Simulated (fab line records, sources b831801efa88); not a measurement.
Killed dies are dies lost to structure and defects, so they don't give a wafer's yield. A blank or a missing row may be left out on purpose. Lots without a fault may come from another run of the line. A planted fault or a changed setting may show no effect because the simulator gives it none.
Which tool did it? | flow gf180mcu | 14 lots, 42 wafers sampled, at 3 steps of a route of 602

WHAT THE GAUGES READ, wafer by wafer
GF_HV_LDD_TW_MEAS_11.
lot  | measured     | on            | HV_LDD_TW
L730 | day 10 00:42 | film_metro-01 | 2391 2399 2404
L731 | day 10 06:37 | film_metro-04 | 2405 2415 2406
L734 | day 11 06:19 | film_metro-01 | 2417 2425 2415
L735 | day 11 20:03 | film_metro-01 | 2407 2420 2423
L742 | day 14 00:16 | film_metro-01 | 2401 2416 2415
L743 | day 14 02:31 | film_metro-03 | 2400 2408 2397
L744 | day 14 10:37 | film_metro-04 | 2432 2420 2419
L746 | day 15 00:32 | film_metro-04 | 2407 2411 2413
L747 | day 15 04:46 | film_metro-04 | 2406 2415 2415
L748 | day 15 18:06 | film_metro-04 | 2398 2427 2404
L749 | day 15 20:06 | film_metro-04 | 2408 2409 2407
L750 | day 16 08:32 | film_metro-04 | 2423 2430 2440
L751 | day 16 12:36 | film_metro-01 | 2413 2415 2413
L753 | day 17 02:43 | film_metro-04 | 2407 2406 2410

GF_HV_LDD_OVL_MEAS_47.
lot  | measured     | on         | HV_LDD_03_OVL (nm)
L730 | day 12 10:17 | overlay-02 | 0.7 1.0 0.3
L731 | day 12 16:31 | overlay-02 | 0.4 -1.0 2.3
L734 | day 13 18:14 | overlay-01 | - - -
L735 | day 14 10:04 | overlay-01 | - - -
L742 | day 16 17:36 | overlay-02 | 0.3 -0.4 0.9
L743 | day 16 20:51 | overlay-02 | -0.3 -1.5 -0.8
L744 | day 17 02:37 | overlay-01 | -1.5 -2.2 -2.7
L746 | day 17 18:49 | overlay-01 | 1.6 1.1 2.6
L747 | day 17 23:19 | overlay-02 | -1.0 0.3 -1.7
L748 | day 18 11:19 | overlay-01 | -1.9 -2.5 -2.5
L749 | day 18 15:31 | overlay-02 | 1.5 0.6 0.0
L750 | day 19 04:50 | overlay-02 | -0.4 0.5 -1.0
L751 | day 19 07:55 | overlay-02 | 2.2 0.8 1.1
L753 | day 20 01:11 | overlay-02 | -0.4 -0.1 -1.3

WHICH TOOL RAN EACH LOT (tool, then ch and the chambers of the sampled wafers, then the start)
lot  | GF_HV_LDD_DEVELOP_45
L730 | litho_track-04 ch 0, day 12 10:02
L731 | litho_track-02 ch 0, day 12 16:16
L734 | litho_track-04, day 13 18:01
L735 | litho_track-02, day 14 09:49
L742 | litho_track-02 ch 0, day 16 17:20
L743 | litho_track-02 ch 0, day 16 20:35
L744 | litho_track-03 ch 0, day 17 02:22
L746 | litho_track-03 ch 0, day 17 18:32
L747 | litho_track-02 ch 0, day 17 23:04
L748 | litho_track-04 ch 0, day 18 11:04
L749 | litho_track-02 ch 0, day 18 15:16
L750 | litho_track-04 ch 0, day 19 04:37
L751 | litho_track-04 ch 0, day 19 07:39
L753 | litho_track-04 ch 0, day 20 00:57
- GF_HV_LDD_DEVELOP_45: develop time 60 s.

WHAT THE TOOLS THEMSELVES READ (means of the sampled wafers that have a number; where no wafer has one, the mark that the record gives instead)
GF_HV_LDD_DEVELOP_45.
lot  | tool           | chill_plate_temp_C (C)
L730 | litho_track-04 | 23.00
L731 | litho_track-02 | 23.07
L734 | litho_track-04 | -
L735 | litho_track-02 | -
L742 | litho_track-02 | 22.97
L743 | litho_track-02 | 23.02
L744 | litho_track-03 | 23.03
L746 | litho_track-03 | 23.05
L747 | litho_track-02 | 22.98
L748 | litho_track-04 | 22.98
L749 | litho_track-02 | 22.96
L750 | litho_track-04 | 23.17
L751 | litho_track-04 | 22.92
L753 | litho_track-04 | 22.92

THE ANSWER, worked out from the rows above alone
Rule: what is usual is taken from the lots themselves. Put in order of their means at a reading, lots are off if they are a third of the lots or fewer, leave a main group of 4 or more, and stand apart from it by a gap of 3 or more times the standard deviation of the main group's means; of several such gaps the widest counts. A main group whose means are all the same, to the digits that the tables above print for the reading, isn't used. A lot without any number at a reading at which 4 lots or more have one is off too. The other lots that the step has rows for count as sound. The gauges are gone through in route order, then the tools' own readings, and for those a lot's mean is taken as printed above. The first step at which some lot is off is used, and at that step the reading that is off furthest; a lot without a number counts as furthest.
Off: L734, L735, at GF_HV_LDD_OVL_MEAS_47 (HV_LDD_03_OVL). Without a number there: L734, L735. The main group: mean -0.1 nm, standard deviation 1.2.
A tool fits if, at a process step before that reading, it ran every lot that is off, and no sound lot after the first of them. The gauges at GF_HV_LDD_OVL_MEAS_47 aren't tried: what is off there is off at GF_HV_LDD_DEVELOP_45 too, on other tools, and a gauge's error can't cause that. None of those tried fits.

WHAT THE SIMULATOR HAD PUT IN
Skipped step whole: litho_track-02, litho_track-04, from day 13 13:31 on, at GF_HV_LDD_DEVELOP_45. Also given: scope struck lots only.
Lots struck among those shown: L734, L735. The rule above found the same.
